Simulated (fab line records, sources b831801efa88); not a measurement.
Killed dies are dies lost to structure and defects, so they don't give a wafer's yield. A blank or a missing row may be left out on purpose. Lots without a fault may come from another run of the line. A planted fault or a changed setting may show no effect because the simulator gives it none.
Chamber matching | flow sky130 | SKY_PASSIVATION_CVD_00 on pecvd-02: 3 sister chambers
The step deposits SiO2, target thk 90 nm. 6 wafers are shown with their chamber, then 10 later ones without.

WAFERS WITH THEIR CHAMBER
wafer  | chamber | heater_power_w (W)
L078.1 | 1       | 534
L079.1 | 0       | 891
L079.2 | 1       | 608
L079.3 | 2       | 577
L081.3 | 2       | 620
L081.5 | 0       | 910

WAFERS WITHOUT THEIR CHAMBER
wafer  | heater_power_w (W)
L081.6 | 633
L085.1 | 840
L085.4 | 538
L085.5 | 856
L094.2 | 580
L094.4 | 539
L094.6 | 592
L097.1 | 893
L097.3 | 632
L097.4 | 886

WHICH CHAMBER EACH WENT THROUGH
wafer  | from the rows above     | in truth
L081.6 | can't be placed: 2 or 1 | 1
L085.1 | 0                       | 0
L085.4 | can't be placed: 1 or 2 | 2
L085.5 | 0                       | 0
L094.2 | can't be placed: 1 or 2 | 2
L094.4 | can't be placed: 1 or 2 | 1
L094.6 | can't be placed: 2 or 1 | 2
L097.1 | 0                       | 0
L097.3 | can't be placed: 2 or 1 | 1
L097.4 | 0                       | 0
Placed correctly: 4 of 10. Can't be placed from these rows: 6 (the true chamber is among the candidates in 6). Placed wrongly: 0.
How it was worked out, from the rows above alone: a wafer's distance from a chamber is the root of the sum, over the readings, of the square of ((its reading less the chamber's mean) divided by the reading's scatter). The wafer belongs to the nearest chamber; if the next one is less than 2 further off, it can't be placed. A chamber's mean is the mean of its shown wafers. The scatter: the root of (the sum of the squares of (reading less its chamber's mean) over the shown wafers, divided by (wafers less chambers)).
